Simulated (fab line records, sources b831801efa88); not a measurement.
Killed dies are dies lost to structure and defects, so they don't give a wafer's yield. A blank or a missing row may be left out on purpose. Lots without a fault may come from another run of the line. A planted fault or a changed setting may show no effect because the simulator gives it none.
fab line records | flow sky130
record lots=6 wafers=18 last_day=50
route steps=708 shown SONOS_TUNNEL@156 SONOS_ONO@168 PAD_OPEN@708
lots that met no fault: from a run of the same line without faults
start_h: hours from the record's first day to the start of the lot's first wafer shown | wait_h: hours since the lot's step before | " the same as in the row above | L1.1+2: a row that stands for several wafers | - no value, or no start given | * or withheld: withheld | < > ~ a bound
route shown NAME@n: a module of which the file shows steps, and the number in the route of the first | usual: mean/standard deviation of fault-free wafers | same: alike in all rows | chamber/n: place in a boat | sites: the reading at each site | _std_site: their standard deviation | _edge_site: outer sites' mean less inner sites' | radius_mm: how far each site lies from the wafer's centre | mask NAME#n: copy n | behind: the tool/chamber that last shaped the wafer | hold: why the lot was held/for how many hours/how that ended | device: the transistor (n, p or np) that didn't switch | end of line: the same wafers' tests at the end of the route | a step without rows: its recipe alone | killed: dies lost to structure and defects at the first sort, not the wafer's yield | map: a wafer's dies, x killed, . not, _ none there
set.NAME: the setting as run; set.NAME@STEP: as run at that earlier step | model.NAME: the simulator's own value behind a step, which no gauge read
lots at some steps of the route; a table a step, a row a wafer
services: from which hour (start_h, from the record's first day; less than 0 if before it) a tool's chamber was out of use, for how many hours, and why
## steps
# step SKY_SONOS_TUNNEL_COAT_02
# recipe resist=NOVOLAK spin_rpm=3000 resist_thk_nm=1140
# step SKY_SONOS_TUNNEL_SOFTBAKE_03
# recipe temp_c=90 time_s=60 resist=NOVOLAK
# step SKY_SONOS_TUNNEL_EXPOSE_04
# recipe mask_id=TUNM na=0.6 source_shape=conventional sigma_outer=0.6 polarization=unpolarized target_cd_nm=410 dose_mj=136
# step SKY_SONOS_TUNNEL_PEB_05
# recipe temp_c=withheld time_s=* resist=NOVOLAK
# step SKY_SONOS_TUNNEL_DEVELOP_06
# recipe resist=NOVOLAK developer=TMAH develop_time_s=60 dev_temp_c=23
# step SKY_SONOS_TUNNEL_CD_MEAS_07
# recipe target_cd_nm=410
# usual cd_nm=410.1/2.3
# columns lot.wafer tool chamber start_h wait_h cd_nm
L808.1 cd_sem-02 - 291.72 0.1 413.1
L808.5 " - " " 413.0
L808.6 " - " " 414.3
L811.2 cd_sem-02 - 309.15 0.1 410.1
L811.3 " - " " 408.7
L811.5 " - " " 409.9
L823.1 cd_sem-01 - 402.31 0.1 411.8
L823.4 " - " " 410.1
L823.5 " - " " 409.1
L824.1 cd_sem-01 - 410.86 0.1 407.7
L824.3 " - " " 408.6
L824.4 " - " " 407.7
L825.1 cd_sem-01 - 424.16 0.1 408.8
L825.3 " - " " 411.8
L825.6 " - " " 410.9
L827.2 cd_sem-02 - 435.86 0.1 407.8
L827.4 " - " " 406.4
L827.6 " - " " 405.6
# step SKY_SONOS_TUNNEL_OVL_MEAS_08
# usual SONOS_TUNNEL_OVL=0.1/1.3
# columns lot.wafer tool chamber start_h wait_h SONOS_TUNNEL_OVL[nm]
L808.1 overlay-01 - 291.84 0.1 0.0
L808.5 " - " " -0.7
L808.6 " - " " -1.6
L811.2 overlay-02 - 309.26 0.1 -1.4
L811.3 " - " " 1.2
L811.5 " - " " 0.7
L823.1 overlay-01 - 402.43 0.1 0.3
L823.4 " - " " 3.0
L823.5 " - " " 1.5
L824.1 overlay-01 - 410.98 0.1 0.7
L824.3 " - " " -0.3
L824.4 " - " " 0.2
L825.1 overlay-02 - 424.28 0.1 0.6
L825.3 " - " " -2.3
L825.6 " - " " 1.6
L827.2 overlay-01 - 435.96 0.1 -1.3
L827.4 " - " " -1.2
L827.6 " - " " 0.0
# step SKY_SONOS_TUNNEL_IMPLANT_09
# recipe species=B energy_kev=20 dose_cm2=1e+12 tilt_deg=withheld
# step SKY_SONOS_TUNNEL_WET_ETCH_10
# recipe chemistry=dHF target_depth_nm=14 target=SiO2 dilution=100:1 temp_c=25 time_s=280
# step SKY_SONOS_TUNNEL_STRIP_11
# recipe chemistry=SPM time_s=600 temp_c=130
# step SKY_SONOS_TUNNEL_TW_MEAS_12
# usual SONOS_TUNNEL_TW=197.3/1.5
# columns lot.wafer tool chamber start_h wait_h SONOS_TUNNEL_TW
L808.1 film_metro-01 - 292.29 0.0 198.0
L808.5 " - " " 197.0
L808.6 " - " " 198.1
L811.2 film_metro-04 - 309.71 0.0 197.4
L811.3 " - " " 199.6
L811.5 " - " " 199.6
L823.1 film_metro-02 - 402.91 0.0 196.3
L823.4 " - " " 196.1
L823.5 " - " " 196.9
L824.1 film_metro-04 - 411.45 0.0 199.9
L824.3 " - " " 199.0
L824.4 " - " " 199.7
L825.1 film_metro-04 - 425.38 0.0 199.4
L825.3 " - " " 199.5
L825.6 " - " " 199.6
L827.2 film_metro-02 - 436.41 0.0 196.7
L827.4 " - " " 197.0
L827.6 " - " " 196.9
# step SKY_SONOS_TUNNEL_CLEAN_13
# recipe chemistry=dHF time_s=20 dilution=100:1 dry=ipa_marangoni
# step SKY_SONOS_ONO_OXIDATION_00
# recipe temp_c=800 ambient=O2 idle_temp_c=700 ramp_up_c_per_min=10 ramp_down_c_per_min=3 stabilise_s=600 purge_s=300 target_thk_a=26 ox_time_s=1249
# usual spike_tc_centre_C=801.9/1.6 spike_tc_top_C=814.4/1 spike_tc_upper_C=799.9/0.93 zone_power_upper_pct=15.7/0.86
# columns lot.wafer tool chamber start_h wait_h spike_tc_centre_C spike_tc_top_C spike_tc_upper_C zone_power_upper_pct model.SiO2_of_SONOS_ONO_OXIDATION_00.thk_nm
L808.1 furnace-01 0 293.14 0.8 800.6 814.6 798.7 16.4 2.736
L808.5 " 0 " " 799.4 813.5 800.6 16.7 2.726
L808.6 " 0 " " 800.1 815.4 801.2 16.7 2.713
L811.2 furnace-02 0 310.83 1.1 805.4 814.4 800.4 14.9 2.602
L811.3 " 0 " " 801.0 813.5 799.4 14.8 2.59
L811.5 " 0 " " 803.2 814.0 800.4 15.0 2.636
L823.1 furnace-01 0 402.98 0.0 799.2 815.0 799.6 16.5 2.619
L823.4 " 0 " " 800.7 813.8 801.1 16.7 2.604
L823.5 " 0 " " 800.3 815.1 799.4 16.6 2.617
L824.1 furnace-02 0 412.62 1.1 807.7 822.3 761.1 1.9 2.568
L824.3 " 0 " " 806.6 819.2 760.4 1.9 2.565
L824.4 " 0 " " 808.6 821.8 761.1 1.9 2.57
L825.1 furnace-02 0 427.18 1.7 808.3 820.8 760.2 1.8 2.55
L825.3 " 0 " " 808.0 821.4 759.5 1.9 2.39
L825.6 " 0 " " 809.4 822.3 762.1 1.9 2.168
L827.2 furnace-01 0 436.48 0.0 799.8 814.5 800.6 16.6 2.667
L827.4 " 0 " " 799.9 814.5 799.6 16.6 2.604
L827.6 " 0 " " 798.7 815.1 799.7 17.0 2.609
# step SKY_SONOS_ONO_THK_MEAS_01
# recipe reads=SiO2_of_SONOS_ONO_OXIDATION_00
# usual SONOS_ONO_OXIDATION_THK=2.59/0.065
# columns lot.wafer tool chamber start_h wait_h SONOS_ONO_OXIDATION_THK[nm]
L808.1 film_metro-03 - 294.48 0.0 2.75
L808.5 " - " " 2.75
L808.6 " - " " 2.70
L811.2 film_metro-01 - 312.18 0.0 2.60
L811.3 " - " " 2.57
L811.5 " - " " 2.65
L823.1 film_metro-04 - 404.33 0.0 2.62
L823.4 " - " " 2.57
L823.5 " - " " 2.60
L824.1 film_metro-03 - 413.96 0.0 2.55
L824.3 " - " " 2.57
L824.4 " - " " 2.55
L825.1 film_metro-01 - 428.53 0.0 2.55
L825.3 " - " " 2.40
L825.6 " - " " 2.12
L827.2 film_metro-01 - 437.83 0.0 2.65
L827.4 " - " " 2.59
L827.6 " - " " 2.60
# step SKY_PAD_OPEN_PROBE_99
# usual killed_at_M0_to_M3=43/7 killed_at_M4_up=3.1/1.9 killed_at_contacts=25/6.1 killed_at_front_end=15/4.5 killed_at_other=0.3/0.55 killed_dies=87/8.9 killed_open=47/6.4 killed_short=40/6.6
# same gross_dies=492 killed_at_back_side=0
# columns lot.wafer tool chamber start_h wait_h killed_at_M0_to_M3 killed_at_M4_up killed_at_contacts killed_at_front_end killed_at_other killed_dies killed_open killed_short model.etest.sonos_erased.vt_v
L808.1 prober-02 - 1110.62 0.1 36 4 32 11 0 83 41 42 -2.245
L808.5 prober-02 - 1110.82 0.2 55 4 27 11 0 97 47 50 -2.22
L808.6 prober-02 - 1110.87 0.2 43 3 38 14 2 100 45 55 -2.243
L811.2 prober-01 - 1133.63 0.1 42 5 17 13 0 77 49 28 -2.349
L811.3 prober-01 - 1133.68 0.2 48 3 17 16 0 84 40 44 -2.403
L811.5 prober-01 - 1133.78 0.2 43 6 24 11 0 84 41 43 -2.249
L823.1 prober-01 - 1185.26 0.1 53 1 21 18 0 93 50 43 -2.308
L823.4 prober-01 - 1185.41 0.2 47 0 27 20 1 95 47 48 -2.376
L823.5 prober-01 - 1185.46 0.2 48 3 22 11 0 84 43 41 -2.254
L824.1 prober-02 - 1187.93 0.1 47 2 22 15 1 87 46 41 -2.26
L824.3 prober-02 - 1188.03 0.2 46 1 28 12 0 87 45 42 -2.232
L824.4 prober-02 - 1188.08 0.2 47 2 23 14 0 86 44 42 -2.261
L825.1 prober-02 - 1201.93 0.1 30 1 25 29 0 85 45 40 -2.371
L825.3 prober-02 - 1202.03 0.2 23 4 25 13 0 65 32 33 -2.442
L825.6 prober-02 - 1202.18 0.2 30 4 39 27 1 101 48 53 -2.561
L827.2 prober-01 - 1204.32 0.1 48 3 29 12 1 93 43 50 -2.267
L827.4 prober-01 - 1204.42 0.2 42 1 25 23 0 91 49 42 -2.341
L827.6 prober-01 - 1204.52 0.2 45 2 28 18 0 93 55 38 -2.352
# killed by level:class
L808.1 CONTACT:geometric_particle:short=9 LOCAL_INTERCONNECT:geometric_particle:short=8 VIA2:geometric_particle:open=8 LI_CONTACT:geometric_particle:open=7 CONTACT:geometric_particle:open=6 VIA1:geometric_particle:open=6 METAL2:geometric_particle:short=6 FIELD_ISO:geometric_particle:short=4
L808.5 VIA1:geometric_particle:open=13 LI_CONTACT:geometric_particle:open=8 CONTACT:geometric_particle:open=8 METAL1:geometric_particle:short=8 METAL2:geometric_particle:short=6 CONTACT:geometric_particle:short=5 FIELD_ISO:geometric_particle:short=5 LOCAL_INTERCONNECT:geometric_particle:short=5
L808.6 CONTACT:geometric_particle:short=11 VIA2:geometric_particle:open=8 CONTACT:geometric_particle:open=8 LI_CONTACT:geometric_particle:open=7 LOCAL_INTERCONNECT:geometric_particle:short=6 VIA1:geometric_particle:open=6 VIA3:geometric_particle:open=6 METAL2:geometric_particle:short=6
L811.2 VIA1:geometric_particle:open=9 VIA3:geometric_particle:open=9 CONTACT:geometric_particle:open=7 POLY_GATE:geometric_particle:open=6 VIA2:geometric_particle:open=6 METAL1:geometric_particle:short=4 VIA1:geometric_particle:short=4 LI_CONTACT:geometric_particle:open=3
L811.3 VIA1:geometric_particle:open=12 VIA2:geometric_particle:open=7 CONTACT:geometric_particle:short=7 METAL1:geometric_particle:short=6 VIA3:geometric_particle:open=6 METAL2:geometric_particle:short=5 FIELD_ISO:geometric_particle:open=4 FIELD_ISO:geometric_particle:short=4
L811.5 CONTACT:geometric_particle:open=10 VIA1:geometric_particle:short=10 LI_CONTACT:geometric_particle:open=7 VIA1:geometric_particle:open=7 VIA2:geometric_particle:open=7 CONTACT:geometric_particle:short=6 VIA2:geometric_particle:short=5 METAL4:geometric_particle:short=5
L823.1 VIA3:geometric_particle:open=13 CONTACT:geometric_particle:open=10 METAL2:geometric_particle:short=10 VIA1:geometric_particle:open=7 VIA2:geometric_particle:open=7 FIELD_ISO:geometric_particle:short=6 LI_CONTACT:geometric_particle:open=5 POLY_GATE:geometric_particle:short=4
L823.4 VIA1:geometric_particle:open=13 CONTACT:geometric_particle:open=8 POLY_GATE:geometric_particle:open=6 LOCAL_INTERCONNECT:geometric_particle:short=6 VIA3:geometric_particle:open=6 METAL1:geometric_particle:short=6 METAL2:geometric_particle:short=6 VIA1:geometric_particle:short=5
L823.5 CONTACT:geometric_particle:open=11 VIA1:geometric_particle:open=10 VIA3:geometric_particle:open=9 VIA2:geometric_particle:open=6 METAL1:geometric_particle:short=6 POLY_GATE:geometric_particle:short=5 METAL2:geometric_particle:short=5 VIA1:geometric_particle:short=4
L824.1 VIA1:geometric_particle:open=17 LOCAL_INTERCONNECT:geometric_particle:short=7 FIELD_ISO:geometric_particle:open=6 METAL1:geometric_particle:short=6 VIA2:geometric_particle:open=6 LI_CONTACT:geometric_particle:open=4 VIA1:geometric_particle:short=4 LI_CONTACT:geometric_particle:short=3
L824.3 VIA1:geometric_particle:open=11 LOCAL_INTERCONNECT:geometric_particle:short=8 LI_CONTACT:geometric_particle:open=7 CONTACT:geometric_particle:open=7 VIA1:geometric_particle:short=7 VIA2:geometric_particle:open=7 METAL2:geometric_particle:short=6 METAL1:geometric_particle:short=6
L824.4 VIA3:geometric_particle:open=11 VIA2:geometric_particle:open=9 CONTACT:geometric_particle:open=8 CONTACT:geometric_particle:short=6 METAL1:geometric_particle:short=6 VIA1:geometric_particle:short=6 FIELD_ISO:geometric_particle:short=4 FIELD_ISO:geometric_particle:open=4
L825.1 FIELD_ISO:geometric_particle:short=9 LI_CONTACT:geometric_particle:open=8 POLY_GATE:geometric_particle:short=7 VIA3:geometric_particle:open=7 VIA1:geometric_particle:open=6 FIELD_ISO:geometric_particle:open=5 CONTACT:geometric_particle:open=5 POLY_GATE:geometric_particle:open=4
L825.3 CONTACT:geometric_particle:open=10 CONTACT:geometric_particle:short=6 VIA1:geometric_particle:open=4 LOCAL_INTERCONNECT:geometric_particle:short=4 METAL2:geometric_particle:short=4 FIELD_ISO:geometric_particle:open=3 POLY_GATE:geometric_particle:short=3 LI_CONTACT:geometric_particle:short=3
L825.6 CONTACT:geometric_particle:open=14 LOCAL_INTERCONNECT:geometric_particle:short=11 POLY_GATE:geometric_particle:open=9 FIELD_ISO:geometric_particle:short=6 POLY_GATE:geometric_particle:short=6 LI_CONTACT:geometric_particle:open=6 VIA3:geometric_particle:short=5 CONTACT:geometric_particle:short=5
L827.2 VIA1:geometric_particle:open=11 VIA1:geometric_particle:short=10 CONTACT:geometric_particle:open=9 LI_CONTACT:geometric_particle:open=7 LI_CONTACT:geometric_particle:short=6 CONTACT:geometric_particle:short=6 METAL2:geometric_particle:short=6 FIELD_ISO:geometric_particle:short=5
L827.4 VIA1:geometric_particle:open=10 FIELD_ISO:geometric_particle:open=8 LI_CONTACT:geometric_particle:open=7 METAL1:geometric_particle:short=7 POLY_GATE:geometric_particle:open=6 CONTACT:geometric_particle:open=6 LOCAL_INTERCONNECT:geometric_particle:short=6 POLY_GATE:geometric_particle:short=4
L827.6 CONTACT:geometric_particle:open=16 VIA1:geometric_particle:open=9 VIA2:geometric_particle:open=8 VIA3:geometric_particle:open=7 POLY_GATE:geometric_particle:short=6 FIELD_ISO:geometric_particle:short=5 METAL1:geometric_particle:short=5 LI_CONTACT:geometric_particle:open=5
## services
# columns tool chamber start_h hours kind
furnace-01 - 302.55 2.9 pm
furnace-02 - 313.35 2.6 pm
furnace-02 - 413.96 3.7 pm
## key
first_sign step=SKY_SONOS_ONO_OXIDATION_00 reading=spike_tc_upper_C direction=down sigmas=42 usual=799.9 struck=760.7
effect step=SKY_SONOS_ONO_OXIDATION_00 reading=zone_power_upper_pct direction=down sigmas=16 usual=15.7 struck=1.9
effect step=SKY_SONOS_ONO_THK_MEAS_01 reading=SONOS_ONO_OXIDATION_THK direction=down sigmas=2.1 usual=2.59 struck=2.46 wafers_moved=2
model_effect step=SKY_SONOS_ONO_OXIDATION_00 value=SiO2_of_SONOS_ONO_OXIDATION_00.thk_nm without=2.587 struck=2.469
model_effect step=SKY_PAD_OPEN_PROBE_99 value=etest.sonos_erased.vt_v without=-2.288 struck=-2.355
met_at SKY_SONOS_ONO_OXIDATION_00
struck_wafers L824.1,L824.3,L824.4,L825.1,L825.3,L825.6
tester_left_out L824,L825
onset_between 310.83 412.62
fault kind=process_parameter_drift tool=furnace-02 chamber=- onset_h=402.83 steps=SKY_SONOS_ONO_OXIDATION_00 channel=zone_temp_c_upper offset=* shape=step end_h=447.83
# tester_left_out: of these lots the tester's yield and bins aren't shown, on N5 and GAA mostly nor the transistor test; their killed dies are dies lost to structure and defects alone, not to doping, threshold or leakage, so they don't give the yield
